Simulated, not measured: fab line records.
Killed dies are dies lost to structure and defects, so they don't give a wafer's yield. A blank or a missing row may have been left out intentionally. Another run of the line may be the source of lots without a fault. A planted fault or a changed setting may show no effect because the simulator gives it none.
Comparing a struck lot with a sound one -- flow gf180mcu -- 43 steps out of a route of 602
Sound: wafers L398.2, L398.3, L398.5. Struck: wafer L407.6; the same lot's L407.3 was not struck, so it is left out; see the end for the cause.
For every step that has rows: the tool of each side, followed by ch and its chambers, followed by its first start. Under that, the readings that differ: sound wafers -- struck wafers -- difference of the means -- sigmas: that difference in standard deviations of wafers without a fault.
alike: readings with means less than 2 such deviations apart, plus words and numbers identical on both sides. not compared: withheld readings, readings lacking a value on some wafer, bounds such as >300 that could conceal the same value, and numbers that have no deviation in the record and whose values overlap.
A row with sigmas, a row that says differs or no value, or rows on one side alone: a step with any of these is where the two part. When numbers do not overlap yet have no deviation, they are printed without sigmas and do not part them. A reading missing from all wafers of one side parts the sides only when that side holds two or more wafers.

first, 1 step without rows for these wafers: GF_NWELL_IMPLANT_09.
GF_NWELL_STRIP_10: strips in O2/N2.
  sound on plasmaAsher-01 ch 1, day 3 19:11; struck on plasmaAsher-04 ch 1, day 5 19:37
  alike: drypumpMotorCurrentA, heaterPowerW, oesProductAu, stripTimeToEndpointS
  not compared: rfHoursCounterH
GF_NWELL_TW_MEAS_11:
  struck on filmMetro-02, day 5 19:42; sound on filmMetro-03, day 3 19:18
  alike: NWELL_TW
then, 7 steps without rows for these wafers: GF_LVPWELL_DEHYDRATE_00 (time 60 s); GF_LVPWELL_HMDS_01 (prime time 60 s); GF_LVPWELL_COAT_02 (resist thk 3000 nm); GF_LVPWELL_SOFTBAKE_03; GF_LVPWELL_EXPOSE_04 (exposes mask LVPWELL, target cd 600 nm); GF_LVPWELL_PEB_05; GF_LVPWELL_DEVELOP_06 (develop time 60 s).
GF_LVPWELL_OVL_MEAS_07:
  struck on overlay-01, day 6 10:27; sound on overlay-01, day 4 08:20
  alike: LVPWELL_OVL
then, 1 step without rows for these wafers: GF_LVPWELL_IMPLANT_08.
GF_LVPWELL_IMPLANT_09:
  sound on implanter-02 ch 0, day 4 08:33; struck on implanter-01 ch 0, day 6 10:41
reading,sound,struck,difference,sigmas
beamOnS (s),10.06 9.81 10.20,11.46,+1.44,+8
faradayCurrentUA,28.0 28.7 27.5,24.7,-3.4,-7
  alike: doseIonsCm2
GF_LVPWELL_STRIP_10: strips in O2/N2.
  sound on plasmaAsher-03 ch 0, day 4 08:40; struck on plasmaAsher-02 ch 0, day 6 10:49
  alike: drypumpMotorCurrentA, heaterPowerW, oesProductAu, stripTimeToEndpointS
  not compared: rfHoursCounterH
GF_LVPWELL_TW_MEAS_11:
  struck on filmMetro-03, day 6 10:54; sound on filmMetro-03, day 4 08:47
  alike: LVPWELL_TW
then, 7 steps without rows for these wafers: GF_MVSD_DEHYDRATE_00 (time 60 s); GF_MVSD_HMDS_01 (prime time 60 s); GF_MVSD_COAT_02 (resist thk 3000 nm); GF_MVSD_SOFTBAKE_03; GF_MVSD_EXPOSE_04 (exposes mask MVSD, target cd 1000 nm); GF_MVSD_PEB_05; GF_MVSD_DEVELOP_06 (develop time 60 s).
GF_MVSD_OVL_MEAS_07:
  struck on overlay-02, day 7 01:40; sound on overlay-01, day 4 22:43
reading,sound,struck,difference,sigmas
MVSD_OVL (nm),-1.7 -0.8 -1.0,1.3,+2.5,+2
then, 2 steps without rows for these wafers: GF_MVSD_IMPLANT_08; GF_MVSD_IMPLANT_09.
GF_MVSD_STRIP_10: strips in O2/N2.
  sound on plasmaAsher-03 ch 0,1, day 4 23:02; struck on plasmaAsher-01 ch 1, day 7 02:04
  alike: drypumpMotorCurrentA, heaterPowerW, oesProductAu, stripTimeToEndpointS
  not compared: rfHoursCounterH
GF_MVSD_TW_MEAS_11:
  struck on filmMetro-04, day 7 02:09; sound on filmMetro-02, day 4 23:09
reading,sound,struck,difference,sigmas
MVSD_TW,1581 1575 1586,1557,-24,-2
then, 7 steps without rows for these wafers: GF_MVPSD_DEHYDRATE_00 (time 60 s); GF_MVPSD_HMDS_01 (prime time 60 s); GF_MVPSD_COAT_02 (resist thk 3000 nm); GF_MVPSD_SOFTBAKE_03; GF_MVPSD_EXPOSE_04 (exposes mask MVPSD, target cd 1000 nm); GF_MVPSD_PEB_05; GF_MVPSD_DEVELOP_06 (develop time 60 s).
GF_MVPSD_OVL_MEAS_07:
  struck on overlay-01, day 7 18:04; sound on overlay-02, day 5 13:27
  alike: MVPSD_OVL
then, 2 steps without rows for these wafers: GF_MVPSD_IMPLANT_08; GF_MVPSD_IMPLANT_09.
GF_MVPSD_STRIP_10: strips in O2/N2.
  sound on plasmaAsher-04 ch 0,1, day 5 13:47; struck on plasmaAsher-03 ch 0, day 7 18:26
reading,sound,struck,difference,sigmas
stripTimeToEndpointS (s),36.85 36.86 36.93,37.15,+0.27,+3
  alike: drypumpMotorCurrentA, heaterPowerW, oesProductAu
  not compared: rfHoursCounterH
GF_MVPSD_TW_MEAS_11:
  struck on filmMetro-04, day 7 18:31; sound on filmMetro-03, day 5 13:53
  alike: MVPSD_TW
then, 3 steps without rows for these wafers: GF_VT_IMPLANT_DEHYDRATE_00 (time 60 s); GF_VT_IMPLANT_HMDS_01 (prime time 60 s); GF_VT_IMPLANT_COAT_02 (resist thk 1000 nm).
-- the record jumps here: 3 days lie between the struck wafers' starts before and after --
GF_VT_IMPLANT_RS_MEAS_48: the measuring method here is four-point-probe.
  struck on filmMetro-04, day 10 14:32; sound on filmMetro-02, day 8 04:43
reading,sound,struck,difference,sigmas
LVPWELL_RS (ohm/sq),1189 1189 1190,1166,-23,-8

## WHERE THEY PART
Last at GF_VT_IMPLANT_RS_MEAS_48 as far as this record goes, first at GF_LVPWELL_IMPLANT_09.

WHY: what had been put in by the simulator
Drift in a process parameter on implanter-01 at GF_LVPWELL_IMPLANT_09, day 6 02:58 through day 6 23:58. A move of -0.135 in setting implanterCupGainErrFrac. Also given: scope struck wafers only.
